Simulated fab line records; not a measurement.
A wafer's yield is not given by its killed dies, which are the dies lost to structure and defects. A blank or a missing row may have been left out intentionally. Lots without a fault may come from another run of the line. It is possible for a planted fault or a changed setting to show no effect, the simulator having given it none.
Which of the tools did it? || flow gf180mcu || 24 lots, 72 wafers sampled, at 5 steps of a route of 602

## WHAT THE GAUGES READ, wafer by wafer
GF_M3_THK_MEAS_06: measures by xrf. Usual: M3_ALCU_THK 448 nm, standard deviation 6.
{"lot": "L074", "measured": "day 20 07:34", "on": "film_metro-04", "M3_ALCU_THK (nm)": "437 445 444", "flag": ""}
{"lot": "L075", "measured": "day 20 15:35", "on": "film_metro-04", "M3_ALCU_THK (nm)": "452 449 446", "flag": ""}
{"lot": "L076", "measured": "day 20 22:50", "on": "film_metro-02", "M3_ALCU_THK (nm)": "460 458 455", "flag": ""}
{"lot": "L077", "measured": "day 21 11:22", "on": "film_metro-03", "M3_ALCU_THK (nm)": "447 447 450", "flag": ""}
{"lot": "L078", "measured": "day 22 06:20", "on": "film_metro-04", "M3_ALCU_THK (nm)": "448 446 441", "flag": ""}
{"lot": "L079", "measured": "day 22 12:43", "on": "film_metro-03", "M3_ALCU_THK (nm)": "449 453 452", "flag": ""}
{"lot": "L080", "measured": "day 22 19:31", "on": "film_metro-03", "M3_ALCU_THK (nm)": "460 462 460", "flag": ""}
{"lot": "L081", "measured": "day 23 02:43", "on": "film_metro-04", "M3_ALCU_THK (nm)": "438 443 444", "flag": ""}
{"lot": "L082", "measured": "day 23 11:23", "on": "film_metro-02", "M3_ALCU_THK (nm)": "444 447 443", "flag": ""}
{"lot": "L083", "measured": "day 24 02:48", "on": "film_metro-04", "M3_ALCU_THK (nm)": "454 454 449", "flag": ""}
{"lot": "L084", "measured": "day 24 11:44", "on": "film_metro-02", "M3_ALCU_THK (nm)": "447 448 450", "flag": ""}
{"lot": "L085", "measured": "day 24 18:52", "on": "film_metro-02", "M3_ALCU_THK (nm)": "452 446 438", "flag": ""}
{"lot": "L086", "measured": "day 25 03:16", "on": "film_metro-03", "M3_ALCU_THK (nm)": "435 440 429", "flag": ""}
{"lot": "L087", "measured": "day 25 06:22", "on": "film_metro-03", "M3_ALCU_THK (nm)": "455 451 454", "flag": ""}
{"lot": "L088", "measured": "day 25 07:02", "on": "film_metro-03", "M3_ALCU_THK (nm)": "455 450 446", "flag": ""}
{"lot": "L089", "measured": "day 25 20:37", "on": "film_metro-03", "M3_ALCU_THK (nm)": "443 449 448", "flag": ""}
{"lot": "L090", "measured": "day 26 00:26", "on": "film_metro-02", "M3_ALCU_THK (nm)": "453 451 452", "flag": ""}
{"lot": "L091", "measured": "day 26 10:06", "on": "film_metro-04", "M3_ALCU_THK (nm)": "445 453 447", "flag": ""}
{"lot": "L092", "measured": "day 26 15:35", "on": "film_metro-04", "M3_ALCU_THK (nm)": "450 444 446", "flag": ""}
{"lot": "L093", "measured": "day 26 20:26", "on": "film_metro-03", "M3_ALCU_THK (nm)": "446 443 443", "flag": ""}
{"lot": "L094", "measured": "day 27 02:29", "on": "film_metro-03", "M3_ALCU_THK (nm)": "439 444 445", "flag": ""}
{"lot": "L095", "measured": "day 27 12:10", "on": "film_metro-03", "M3_ALCU_THK (nm)": "444 446 445", "flag": ""}
{"lot": "L096", "measured": "day 27 16:18", "on": "film_metro-02", "M3_ALCU_THK (nm)": "453 452 447", "flag": ""}
{"lot": "L097", "measured": "day 28 03:01", "on": "film_metro-02", "M3_ALCU_THK (nm)": "444 441 441", "flag": ""}

GF_M3_OVL_MEAS_15. Usual: M3_OVL 2 nm, standard deviation 5.2.
{"lot": "L074", "measured": "day 21 07:30", "on": "overlay-02", "M3_OVL (nm)": "-7 -5 -4", "flag": ""}
{"lot": "L075", "measured": "day 21 15:59", "on": "overlay-01", "M3_OVL (nm)": "7 5 1", "flag": ""}
{"lot": "L076", "measured": "day 21 22:22", "on": "overlay-02", "M3_OVL (nm)": "1 -7 1", "flag": ""}
{"lot": "L077", "measured": "day 22 10:38", "on": "overlay-02", "M3_OVL (nm)": "12 7 14", "flag": ""}
{"lot": "L078", "measured": "day 23 04:49", "on": "overlay-02", "M3_OVL (nm)": "-5 -8 -3", "flag": ""}
{"lot": "L079", "measured": "day 23 11:40", "on": "overlay-02", "M3_OVL (nm)": "-5 2 -2", "flag": ""}
{"lot": "L080", "measured": "day 23 18:25", "on": "overlay-01", "M3_OVL (nm)": "7 7 3", "flag": ""}
{"lot": "L081", "measured": "day 24 00:34", "on": "overlay-01", "M3_OVL (nm)": "-6 4 -1", "flag": ""}
{"lot": "L082", "measured": "day 24 09:28", "on": "overlay-02", "M3_OVL (nm)": "18 2 3", "flag": ""}
{"lot": "L083", "measured": "day 25 00:51", "on": "overlay-02", "M3_OVL (nm)": "4 4 3", "flag": ""}
{"lot": "L084", "measured": "day 25 09:25", "on": "overlay-02", "M3_OVL (nm)": "2 -1 2", "flag": ""}
{"lot": "L085", "measured": "day 25 15:34", "on": "overlay-01", "M3_OVL (nm)": "1 -6 -2", "flag": ""}
{"lot": "L086", "measured": "day 26 00:24", "on": "overlay-02", "M3_OVL (nm)": "1 5 1", "flag": ""}
{"lot": "L087", "measured": "day 26 03:40", "on": "overlay-02", "M3_OVL (nm)": "4 -1 4", "flag": ""}
{"lot": "L088", "measured": "day 26 04:01", "on": "overlay-02", "M3_OVL (nm)": "1 2 0", "flag": ""}
{"lot": "L089", "measured": "day 26 17:11", "on": "overlay-01", "M3_OVL (nm)": "5 5 -4", "flag": ""}
{"lot": "L090", "measured": "day 26 21:25", "on": "overlay-02", "M3_OVL (nm)": "4 3 1", "flag": ""}
{"lot": "L091", "measured": "day 27 06:20", "on": "overlay-02", "M3_OVL (nm)": "5 -3 1", "flag": ""}
{"lot": "L092", "measured": "day 27 11:34", "on": "overlay-01", "M3_OVL (nm)": "-2 -7 -1", "flag": ""}
{"lot": "L093", "measured": "day 27 16:05", "on": "overlay-01", "M3_OVL (nm)": "-12 -7 -10", "flag": ""}
{"lot": "L094", "measured": "day 27 22:15", "on": "overlay-01", "M3_OVL (nm)": "-4 1 0", "flag": ""}
{"lot": "L095", "measured": "day 28 08:07", "on": "overlay-02", "M3_OVL (nm)": "9 2 5", "flag": ""}
{"lot": "L096", "measured": "day 28 12:17", "on": "overlay-01", "M3_OVL (nm)": "4 1 8", "flag": ""}
{"lot": "L097", "measured": "day 28 22:14", "on": "overlay-01", "M3_OVL (nm)": "7 5 7", "flag": ""}

GF_V4_THK_MEAS_03. Usual: V4_CVD_02_THK 852 nm, standard deviation 12.
{"lot": "L074", "measured": "day 23 10:11", "on": "film_metro-04", "V4_CVD_02_THK (nm)": "829 846 834", "flag": ""}
{"lot": "L075", "measured": "day 23 18:48", "on": "film_metro-02", "V4_CVD_02_THK (nm)": "843 845 873", "flag": ""}
{"lot": "L076", "measured": "day 24 02:28", "on": "film_metro-04", "V4_CVD_02_THK (nm)": "835 844 840", "flag": ""}
{"lot": "L077", "measured": "day 24 11:22", "on": "film_metro-04", "V4_CVD_02_THK (nm)": "844 844 859", "flag": ""}
{"lot": "L078", "measured": "day 25 04:49", "on": "film_metro-01", "V4_CVD_02_THK (nm)": "861 851 868", "flag": ""}
{"lot": "L079", "measured": "day 25 11:46", "on": "film_metro-04", "V4_CVD_02_THK (nm)": "856 883 870", "flag": ""}
{"lot": "L080", "measured": "day 25 18:04", "on": "film_metro-02", "V4_CVD_02_THK (nm)": "851 865 866", "flag": ""}
{"lot": "L081", "measured": "day 26 01:47", "on": "film_metro-01", "V4_CVD_02_THK (nm)": "851 849 857", "flag": ""}
{"lot": "L082", "measured": "day 26 07:29", "on": "film_metro-04", "V4_CVD_02_THK (nm)": "844 858 865", "flag": ""}
{"lot": "L083", "measured": "day 26 23:17", "on": "film_metro-01", "V4_CVD_02_THK (nm)": "838 855 862", "flag": ""}
{"lot": "L084", "measured": "day 27 07:35", "on": "film_metro-01", "V4_CVD_02_THK (nm)": "852 863 853", "flag": ""}
{"lot": "L085", "measured": "day 27 13:26", "on": "film_metro-02", "V4_CVD_02_THK (nm)": "835 851 859", "flag": ""}
{"lot": "L086", "measured": "day 27 20:40", "on": "film_metro-02", "V4_CVD_02_THK (nm)": "834 844 852", "flag": ""}
{"lot": "L087", "measured": "day 27 23:29", "on": "film_metro-01", "V4_CVD_02_THK (nm)": "830 842 862", "flag": ""}
{"lot": "L088", "measured": "day 28 00:22", "on": "film_metro-04", "V4_CVD_02_THK (nm)": "840 854 858", "flag": ""}
{"lot": "L089", "measured": "day 28 12:50", "on": "film_metro-02", "V4_CVD_02_THK (nm)": "843 840 855", "flag": ""}
{"lot": "L090", "measured": "day 28 16:56", "on": "film_metro-01", "V4_CVD_02_THK (nm)": "873 862 861", "flag": ""}
{"lot": "L091", "measured": "day 29 02:49", "on": "film_metro-01", "V4_CVD_02_THK (nm)": "848 856 857", "flag": ""}
{"lot": "L092", "measured": "day 29 06:47", "on": "film_metro-02", "V4_CVD_02_THK (nm)": "856 879 865", "flag": ""}
{"lot": "L093", "measured": "day 29 10:52", "on": "film_metro-01", "V4_CVD_02_THK (nm)": "865 858 871", "flag": ""}
{"lot": "L094", "measured": "day 29 16:59", "on": "film_metro-02", "V4_CVD_02_THK (nm)": "861 869 869", "flag": ""}
{"lot": "L095", "measured": "day 30 01:49", "on": "film_metro-04", "V4_CVD_02_THK (nm)": "845 845 833", "flag": ""}
{"lot": "L096", "measured": "day 30 05:20", "on": "film_metro-02", "V4_CVD_02_THK (nm)": "835 853 851", "flag": ""}
{"lot": "L097", "measured": "day 30 16:01", "on": "film_metro-01", "V4_CVD_02_THK (nm)": "845 856 863", "flag": ""}

GF_V4_BOW_MEAS_05. Usual: V4_BOW 135 um, standard deviation 8.6.
{"lot": "L074", "measured": "day 23 10:32", "on": "film_metro-02", "V4_BOW (um)": "144 137 155", "flag": ""}
{"lot": "L075", "measured": "day 23 19:10", "on": "film_metro-02", "V4_BOW (um)": "136 142 125", "flag": ""}
{"lot": "L076", "measured": "day 24 02:50", "on": "film_metro-01", "V4_BOW (um)": "130 122 129", "flag": ""}
{"lot": "L077", "measured": "day 24 11:43", "on": "film_metro-01", "V4_BOW (um)": "139 144 136", "flag": ""}
{"lot": "L078", "measured": "day 25 05:13", "on": "film_metro-04", "V4_BOW (um)": "141 138 141", "flag": ""}
{"lot": "L079", "measured": "day 25 12:08", "on": "film_metro-01", "V4_BOW (um)": "128 127 133", "flag": ""}
{"lot": "L080", "measured": "day 25 18:26", "on": "film_metro-02", "V4_BOW (um)": "133 134 130", "flag": ""}
{"lot": "L081", "measured": "day 26 02:09", "on": "film_metro-01", "V4_BOW (um)": "133 143 145", "flag": ""}
{"lot": "L082", "measured": "day 26 07:51", "on": "film_metro-02", "V4_BOW (um)": "144 134 134", "flag": ""}
{"lot": "L083", "measured": "day 26 23:39", "on": "film_metro-04", "V4_BOW (um)": "140 133 130", "flag": ""}
{"lot": "L084", "measured": "day 27 07:57", "on": "film_metro-02", "V4_BOW (um)": "124 127 130", "flag": ""}
{"lot": "L085", "measured": "day 27 13:48", "on": "film_metro-01", "V4_BOW (um)": "139 142 141", "flag": ""}
{"lot": "L086", "measured": "day 27 21:02", "on": "film_metro-01", "V4_BOW (um)": "122 125 123", "flag": ""}
{"lot": "L087", "measured": "day 27 23:51", "on": "film_metro-02", "V4_BOW (um)": "140 126 128", "flag": ""}
{"lot": "L088", "measured": "day 28 00:44", "on": "film_metro-02", "V4_BOW (um)": "133 133 125", "flag": ""}
{"lot": "L089", "measured": "day 28 13:11", "on": "film_metro-02", "V4_BOW (um)": "136 140 135", "flag": ""}
{"lot": "L090", "measured": "day 28 17:19", "on": "film_metro-02", "V4_BOW (um)": "139 144 140", "flag": ""}
{"lot": "L091", "measured": "day 29 03:11", "on": "film_metro-02", "V4_BOW (um)": "135 125 146", "flag": ""}
{"lot": "L092", "measured": "day 29 07:20", "on": "film_metro-04", "V4_BOW (um)": "139 150 156", "flag": ""}
{"lot": "L093", "measured": "day 29 11:14", "on": "film_metro-01", "V4_BOW (um)": "143 141 142", "flag": ""}
{"lot": "L094", "measured": "day 29 17:27", "on": "film_metro-02", "V4_BOW (um)": "137 133 128", "flag": ""}
{"lot": "L095", "measured": "day 30 02:11", "on": "film_metro-02", "V4_BOW (um)": "138 129 132", "flag": ""}
{"lot": "L096", "measured": "day 30 05:43", "on": "film_metro-02", "V4_BOW (um)": "129 123 123", "flag": ""}
{"lot": "L097", "measured": "day 30 16:23", "on": "film_metro-01", "V4_BOW (um)": "141 121 151", "flag": ""}

## WHAT TOOL EACH LOT RAN ON (gives the tool, then ch and the chambers of the sampled wafers, and finally the start)
{"lot": "L074", "GF_V2_CVD_02": "pecvd-01 ch 1,2, day 19 04:44"}
{"lot": "L075", "GF_V2_CVD_02": "pecvd-03 ch 0,1, day 19 13:01"}
{"lot": "L076", "GF_V2_CVD_02": "pecvd-02 ch 0,1,2, day 19 20:22"}
{"lot": "L077", "GF_V2_CVD_02": "pecvd-01 ch 0,1,2, day 20 08:40"}
{"lot": "L078", "GF_V2_CVD_02": "pecvd-02 ch 0,1,2, day 21 04:34"}
{"lot": "L079", "GF_V2_CVD_02": "pecvd-01 ch 1,2, day 21 10:56"}
{"lot": "L080", "GF_V2_CVD_02": "pecvd-02 ch 0,1,2, day 21 17:47"}
{"lot": "L081", "GF_V2_CVD_02": "pecvd-02 ch 0,1, day 22 01:10"}
{"lot": "L082", "GF_V2_CVD_02": "pecvd-02 ch 1,2, day 22 10:03"}
{"lot": "L083", "GF_V2_CVD_02": "pecvd-02 ch 0,2, day 23 02:12"}
{"lot": "L084", "GF_V2_CVD_02": "pecvd-01 ch 0,1,2, day 23 10:49"}
{"lot": "L085", "GF_V2_CVD_02": "pecvd-01 ch 0,1,2, day 23 18:14"}
{"lot": "L086", "GF_V2_CVD_02": "pecvd-02 ch 0,2, day 24 02:30"}
{"lot": "L087", "GF_V2_CVD_02": "pecvd-02 ch 0,1, day 24 06:26"}
{"lot": "L088", "GF_V2_CVD_02": "pecvd-01 ch 0,1,2, day 24 07:23"}
{"lot": "L089", "GF_V2_CVD_02": "pecvd-01 ch 0,1,2, day 24 21:08"}
{"lot": "L090", "GF_V2_CVD_02": "pecvd-02 ch 0,1,2, day 25 01:36"}
{"lot": "L091", "GF_V2_CVD_02": "pecvd-02 ch 1,2, day 25 10:36"}
{"lot": "L092", "GF_V2_CVD_02": "pecvd-02 ch 0,1,2, day 25 16:07"}
{"lot": "L093", "GF_V2_CVD_02": "pecvd-01 ch 0,1,2, day 25 20:39"}
{"lot": "L094", "GF_V2_CVD_02": "pecvd-03 ch 0,1, day 26 03:33"}
{"lot": "L095", "GF_V2_CVD_02": "pecvd-02 ch 0,1,2, day 26 13:23"}
{"lot": "L096", "GF_V2_CVD_02": "pecvd-03 ch 0,1,2, day 26 17:50"}
{"lot": "L097", "GF_V2_CVD_02": "pecvd-02 ch 0,1,2, day 27 05:08"}
- GF_V2_CVD_02: deposits SiO2 from TEOS, target thk 850 nm, time 94.851 s.

## WHAT THE TOOLS THEMSELVES READ (means of the sampled wafers that have a number; where no wafer has one, the mark that the record gives instead)
GF_V2_CVD_02. Usual: heater_power_outer_w 399 W, standard deviation 87; heater_power_w 698 W, standard deviation 120.
{"lot": "L074", "tool": "pecvd-01", "heater_power_outer_w (W)": 402, "heater_power_w (W)": 733, "flag": ""}
{"lot": "L075", "tool": "pecvd-03", "heater_power_outer_w (W)": 343, "heater_power_w (W)": 627, "flag": ""}
{"lot": "L076", "tool": "pecvd-02", "heater_power_outer_w (W)": 437, "heater_power_w (W)": 780, "flag": ""}
{"lot": "L077", "tool": "pecvd-01", "heater_power_outer_w (W)": 411, "heater_power_w (W)": 700, "flag": ""}
{"lot": "L078", "tool": "pecvd-02", "heater_power_outer_w (W)": 422, "heater_power_w (W)": 741, "flag": ""}
{"lot": "L079", "tool": "pecvd-01", "heater_power_outer_w (W)": 386, "heater_power_w (W)": 699, "flag": ""}
{"lot": "L080", "tool": "pecvd-02", "heater_power_outer_w (W)": 422, "heater_power_w (W)": 736, "flag": ""}
{"lot": "L081", "tool": "pecvd-02", "heater_power_outer_w (W)": 327, "heater_power_w (W)": 636, "flag": ""}
{"lot": "L082", "tool": "pecvd-02", "heater_power_outer_w (W)": 459, "heater_power_w (W)": 763, "flag": ""}
{"lot": "L083", "tool": "pecvd-02", "heater_power_outer_w (W)": 407, "heater_power_w (W)": 738, "flag": ""}
{"lot": "L084", "tool": "pecvd-01", "heater_power_outer_w (W)": 367, "heater_power_w (W)": 629, "flag": ""}
{"lot": "L085", "tool": "pecvd-01", "heater_power_outer_w (W)": 378, "heater_power_w (W)": 650, "flag": ""}
{"lot": "L086", "tool": "pecvd-02", "heater_power_outer_w (W)": 401, "heater_power_w (W)": 747, "flag": ""}
{"lot": "L087", "tool": "pecvd-02", "heater_power_outer_w (W)": 405, "heater_power_w (W)": 713, "flag": ""}
{"lot": "L088", "tool": "pecvd-01", "heater_power_outer_w (W)": 405, "heater_power_w (W)": 678, "flag": ""}
{"lot": "L089", "tool": "pecvd-01", "heater_power_outer_w (W)": 381, "heater_power_w (W)": 652, "flag": ""}
{"lot": "L090", "tool": "pecvd-02", "heater_power_outer_w (W)": 422, "heater_power_w (W)": 736, "flag": ""}
{"lot": "L091", "tool": "pecvd-02", "heater_power_outer_w (W)": 454, "heater_power_w (W)": 765, "flag": ""}
{"lot": "L092", "tool": "pecvd-02", "heater_power_outer_w (W)": 449, "heater_power_w (W)": 782, "flag": ""}
{"lot": "L093", "tool": "pecvd-01", "heater_power_outer_w (W)": 365, "heater_power_w (W)": 637, "flag": ""}
{"lot": "L094", "tool": "pecvd-03", "heater_power_outer_w (W)": 327, "heater_power_w (W)": 609, "flag": ""}
{"lot": "L095", "tool": "pecvd-02", "heater_power_outer_w (W)": 429, "heater_power_w (W)": 757, "flag": ""}
{"lot": "L096", "tool": "pecvd-03", "heater_power_outer_w (W)": 295, "heater_power_w (W)": 543, "flag": ""}
{"lot": "L097", "tool": "pecvd-02", "heater_power_outer_w (W)": 419, "heater_power_w (W)": 728, "flag": ""}

## THE ANSWER, worked out from the rows above alone
Rule: lot off if the mean of its wafers having a number is beyond 3 standard deviations from the usual mean. A lot without any number at a reading at which 4 lots or more have one is off too. All remaining lots with rows at the step are treated as sound. Order of review: gauges by route order, followed by the tools' own readings, for which a lot's mean as printed above is used. The first step at which some lot is off is used, and at that step the reading that is off furthest; a lot without a number counts as furthest.
No lot is off at any reading shown: from this, nothing can be told.

## WHAT HAD BEEN PUT IN BY THE SIMULATOR
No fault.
